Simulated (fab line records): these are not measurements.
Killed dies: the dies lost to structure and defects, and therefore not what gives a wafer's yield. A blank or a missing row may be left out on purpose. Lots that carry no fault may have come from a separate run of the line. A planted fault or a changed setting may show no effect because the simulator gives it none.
Which tool is to blame?	flow sky130	Sampling: 12 lots, 36 wafers, 3 of 708 route steps

WHAT EACH GAUGE READ, for each wafer
SKY_METAL4_CD_MEAS_13: target cd 300 nm. Usual: cd nm 300.2 nm, standard deviation 1.5.
lot	measured	on	cd nm (nm)	flag
L199	day 42 02:25	cd sem-01	301.1 301.4 300.4	
L201	day 42 09:52	cd sem-01	297.9 296.6 298.8	
L204	day 43 12:16	cd sem-02	302.8 302.9 303.6	
L206	day 44 05:06	cd sem-02	301.2 301.6 302.4	
L207	day 44 08:13	cd sem-02	300.9 298.8 300.2	
L209	day 44 20:47	cd sem-02	299.2 299.1 299.4	
L210	day 45 00:38	cd sem-01	298.2 298.3 298.3	
L211	day 45 08:35	cd sem-01	299.3 299.5 301.0	
L213	day 45 20:41	cd sem-02	300.9 300.8 300.0	
L214	day 46 08:24	cd sem-01	297.9 298.7 298.9	
L216	day 46 14:21	cd sem-01	298.2 297.0 299.0	
L219	day 47 08:41	cd sem-01	301.0 299.2 298.8	

WHICH TOOL RAN EACH LOT (tool, then ch and the chambers of the sampled wafers, then the start)
lot	SKY_METAL2_STRIP_20	SKY_METAL3_ETCH_17
L199	plasma asher-03 ch 0,1, day 35 15:40	rie diel-02 ch 2,3, day 38 22:53
L201	plasma asher-03 ch 0, day 35 21:17	rie diel-02 ch 1,2,3, day 39 05:22
L204	plasma asher-01 ch 0,1, day 37 03:36	rie diel-03 ch 0,2, day 40 09:38
L206	plasma asher-03 ch 0,1, day 37 22:07	rie diel-02 ch 1,2, day 41 03:51
L207	plasma asher-03 ch 0,1, day 38 00:53	rie diel-03 ch 0,3, day 41 06:23
L209	plasma asher-02 ch 0,1, day 38 14:32	rie diel-01 ch 1,2,3, day 41 20:14
L210	plasma asher-02 ch 0,1, day 38 19:53	rie diel-03 ch 1,2,3, day 42 01:17
L211	plasma asher-03 ch 0,1, day 39 05:49	rie diel-01 ch 0,2,3, day 42 09:44
L213	plasma asher-02 ch 0,1, day 39 19:22	rie diel-01 ch 1,2, day 42 22:31
L214	plasma asher-01 ch 0,1, day 40 10:21	rie diel-02 ch 0,1, day 43 12:56
L216	plasma asher-03 ch 0,1, day 40 16:34	rie diel-03 ch 0,1,3, day 43 17:48
L219	plasma asher-03 ch 0,1, day 41 14:44	rie diel-01 ch 0,1, day 44 14:58
- SKY_METAL2_STRIP_20: strips in O2/N2.
- SKY_METAL3_ETCH_17: etches SiO2 in C4F8/O2/Ar, stops on TiN, time 3.9 s, target depth 15 nm.

WHAT THE TOOLS THEMSELVES READ (means of the sampled wafers that have a number; where no wafer has one, the mark that the record gives instead)
SKY_METAL2_STRIP_20. Usual: drypump motor current A 6.0 A, standard deviation 0.35; n2 flow sccm 300.0 sccm, standard deviation 1; oes product au 0.344 a.u., standard deviation 0.0051; strip time to endpoint s 2.70 s, standard deviation 0.05.
lot	tool	drypump motor current A (A)	n2 flow sccm (sccm)	oes product au (a.u.)	strip time to endpoint s (s)	flag
L199	plasma asher-03	6.4	299.7	0.348	2.72	
L201	plasma asher-03	6.4	298.9	0.344	2.75	
L204	plasma asher-01	5.7	299.7	0.346	2.69	
L206	plasma asher-03	6.4	298.8	0.349	2.78	
L207	plasma asher-03	6.4	298.8	0.338	2.66	
L209	plasma asher-02	5.6	299.7	0.343	2.71	
L210	plasma asher-02	5.7	300.3	0.342	2.66	
L211	plasma asher-03	6.4	301.0	0.348	2.78	
L213	plasma asher-02	5.6	300.9	0.342	2.71	
L214	plasma asher-01	5.7	300.2	0.344	2.68	
L216	plasma asher-03	6.4	300.2	0.346	2.72	
L219	plasma asher-03	6.4	300.8	0.341	2.63	

SKY_METAL3_ETCH_17. Usual: oes product au 0.756 a.u., standard deviation 0.0069; rf fwd power W 1471 W, standard deviation 8.
lot	tool	oes product au (a.u.)	rf fwd power W (W)	flag
L199	rie diel-02	0.759	1470	
L201	rie diel-02	0.758	1470	
L204	rie diel-03	0.754	1472	
L206	rie diel-02	0.764	1471	
L207	rie diel-03	0.749	1473	
L209	rie diel-01	0.756	1464	
L210	rie diel-03	0.756	1475	
L211	rie diel-01	0.755	1473	
L213	rie diel-01	0.759	1463	
L214	rie diel-02	0.762	1466	
L216	rie diel-03	0.755	1470	
L219	rie diel-01	0.756	1469	

THE ANSWER, worked out from the rows above alone
Rule: a lot counts as off when the mean over its wafers that have a number is more than 3 standard deviations away from the usual mean. Also off: a lot with no number at a reading for which 4 or more lots have one. Where the step has rows for the other lots, those lots are counted as sound. The gauges are gone through in route order, then the tools' own readings, and for those a lot's mean is taken as printed above. At the first step where some lot is off, the reading lying furthest off is the one used; lots without a number count as furthest.
Nothing can be told from this: no lot is off at any reading shown.

WHAT THE SIMULATOR HAD PUT IN
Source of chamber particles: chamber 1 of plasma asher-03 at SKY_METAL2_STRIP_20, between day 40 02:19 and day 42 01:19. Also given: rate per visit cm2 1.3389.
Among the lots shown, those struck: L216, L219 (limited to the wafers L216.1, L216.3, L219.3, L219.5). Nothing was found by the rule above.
